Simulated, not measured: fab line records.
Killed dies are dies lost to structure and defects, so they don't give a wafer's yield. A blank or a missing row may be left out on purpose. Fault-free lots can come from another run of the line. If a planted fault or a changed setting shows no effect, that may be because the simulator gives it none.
Which of the tools did it? ; flow sky130 ; 72 wafers from 24 lots sampled at 3 of the route's 708 steps

== WHAT EACH GAUGE READ, for each wafer ==
SKY_METAL2_CD_MEAS_15: the cd target is 140 nm.
lot;measured;on;cd-nm (nm)
L074;day 34 17:12;cd-sem-01;140.4 140.5 141.4
L075;day 34 20:37;cd-sem-02;140.8 141.8 142.1
L076;day 35 14:35;cd-sem-02;139.3 139.1 139.2
L077;day 35 16:58;cd-sem-02;139.3 140.3 139.9
L078;day 36 04:17;cd-sem-01;138.3 136.1 137.3
L079;day 36 23:50;cd-sem-02;138.3 137.2 138.0
L080;day 37 06:49;cd-sem-02;138.9 139.4 140.4
L081;day 37 11:07;cd-sem-01;139.2 140.0 140.2
L082;day 38 00:31;cd-sem-02;138.9 139.1 140.6
L083;day 38 05:07;cd-sem-02;139.2 139.0 137.8
L085;day 39 01:22;cd-sem-01;141.2 139.6 139.8
L084;day 39 05:21;cd-sem-02;138.3 139.0 138.7
L087;day 39 14:56;cd-sem-01;145.5 143.5 143.9
L086;day 39 15:55;cd-sem-01;139.6 140.1 141.9
L088;day 39 21:44;cd-sem-02;141.0 139.1 138.9
L090;day 40 04:58;cd-sem-02;136.8 136.6 137.0
L089;day 40 05:20;cd-sem-02;138.9 139.3 138.4
L091;day 40 08:25;cd-sem-02;140.6 142.6 140.2
L093;day 40 22:27;cd-sem-02;139.5 141.0 139.8
L092;day 41 01:28;cd-sem-01;141.9 142.2 141.1
L094;day 41 06:48;cd-sem-01;137.1 139.5 140.8
L095;day 41 11:12;cd-sem-02;139.0 138.8 139.0
L096;day 41 14:43;cd-sem-02;140.5 141.4 141.0
L097;day 41 23:13;cd-sem-01;140.6 142.3 140.4

SKY_VIA2_CD_MEAS_12: the cd target is 200 nm.
lot;measured;on;cd-nm (nm)
L074;day 35 21:06;cd-sem-02;199.1 199.1 197.8
L075;day 36 00:34;cd-sem-02;201.0 200.8 202.6
L076;day 36 18:01;cd-sem-01;197.8 198.3 198.7
L077;day 36 20:11;cd-sem-01;199.9 199.0 199.2
L078;day 37 07:53;cd-sem-02;201.9 201.9 203.1
L079;day 38 03:47;cd-sem-01;201.1 201.9 200.5
L080;day 38 10:29;cd-sem-02;199.2 198.9 199.0
L081;day 38 14:47;cd-sem-02;199.8 197.9 200.9
L082;day 39 04:10;cd-sem-01;197.4 198.7 196.8
L083;day 39 08:13;cd-sem-01;202.4 201.3 201.4
L085;day 40 03:34;cd-sem-02;201.5 202.2 202.2
L084;day 40 07:47;cd-sem-02;199.2 200.3 200.2
L087;day 40 16:19;cd-sem-01;202.7 201.5 200.3
L086;day 40 17:43;cd-sem-01;201.7 201.5 201.0
L088;day 41 00:11;cd-sem-02;199.1 201.5 200.3
L090;day 41 06:06;cd-sem-02;200.5 199.9 199.3
L089;day 41 06:28;cd-sem-01;201.0 198.7 199.8
L091;day 41 09:31;cd-sem-01;199.3 198.9 199.0
L093;day 41 22:52;cd-sem-02;200.2 198.7 199.7
L092;day 42 02:36;cd-sem-01;198.6 197.5 198.5
L094;day 42 07:57;cd-sem-01;200.6 200.5 199.8
L095;day 42 11:35;cd-sem-01;200.8 200.6 201.5
L096;day 42 15:11;cd-sem-01;199.9 200.1 201.1
L097;day 42 23:18;cd-sem-01;202.7 200.5 201.0

== WHAT TOOL EACH LOT RAN ON (gives the tool, then ch and the chambers of the sampled wafers, and finally the start) ==
lot;SKY_VIA1_SPUTTER_20
L074;pvd-sputter-03, day 33 14:05
L075;pvd-sputter-04, day 33 16:55
L076;pvd-sputter-03, day 34 11:04
L077;pvd-sputter-03, day 34 13:44
L078;pvd-sputter-04, day 35 01:26
L079;pvd-sputter-02, day 35 21:12
L080;pvd-sputter-03, day 36 03:31
L081;pvd-sputter-04, day 36 08:22
L082;pvd-sputter-04, day 36 20:54
L083;pvd-sputter-02, day 37 02:20
L085;pvd-sputter-03, day 37 22:56
L084;pvd-sputter-02, day 38 02:35
L087;pvd-sputter-03, day 38 12:59
L086;pvd-sputter-04, day 38 13:39
L088;pvd-sputter-02, day 38 20:07
L090;pvd-sputter-03, day 39 02:56
L089;pvd-sputter-04, day 39 03:31
L091;pvd-sputter-02, day 39 06:21
L093;pvd-sputter-02, day 39 21:30
L092;pvd-sputter-02, day 40 00:25
L094;pvd-sputter-03, day 40 06:27
L095;pvd-sputter-04, day 40 10:09
L096;pvd-sputter-02, day 40 14:02
L097;pvd-sputter-02, day 40 23:23
- SKY_VIA1_SPUTTER_20: material TiN, target thk 20 nm, time 80 s.

== WHAT THE TOOLS THEMSELVES READ (means of the sampled wafers that have a number; where no wafer has one, the mark that the record gives instead) ==
SKY_VIA1_SPUTTER_20.
lot;tool;throttle-valve-pct (%)
L074;pvd-sputter-03;28.2
L075;pvd-sputter-04;29.8
L076;pvd-sputter-03;28.3
L077;pvd-sputter-03;28.2
L078;pvd-sputter-04;29.5
L079;pvd-sputter-02;30.7
L080;pvd-sputter-03;28.2
L081;pvd-sputter-04;30.0
L082;pvd-sputter-04;29.8
L083;pvd-sputter-02;29.9
L085;pvd-sputter-03;28.3
L084;pvd-sputter-02;30.5
L087;pvd-sputter-03;28.9
L086;pvd-sputter-04;29.0
L088;pvd-sputter-02;30.3
L090;pvd-sputter-03;28.9
L089;pvd-sputter-04;29.3
L091;pvd-sputter-02;29.9
L093;pvd-sputter-02;30.2
L092;pvd-sputter-02;30.2
L094;pvd-sputter-03;28.2
L095;pvd-sputter-04;29.4
L096;pvd-sputter-02;30.1
L097;pvd-sputter-02;30.1

== THE ANSWER, worked out from the rows above alone ==
Rule: the usual values come from the lots themselves. Put in order of their means at a reading, lots are off if they are a third of the lots or fewer, leave a main group of 4 or more, and stand apart from it by a gap of 3 or more times the standard deviation of the main group's means; of several such gaps the widest counts. A main group is skipped when, at the precision printed for the reading in the tables above, its means are all equal. A lot without any number at a reading at which 4 lots or more have one is off too. Any other lot the step has rows for is counted as sound. After the gauges, taken in route order, come the tools' own readings; for these a lot's mean is taken, as printed above. The first step at which some lot is off is used, and at that step the reading that is off furthest; a lot without a number counts as furthest.
Nothing can be told from this: no lot is off at any reading shown.

== WHAT THE SIMULATOR HAD INSERTED ==
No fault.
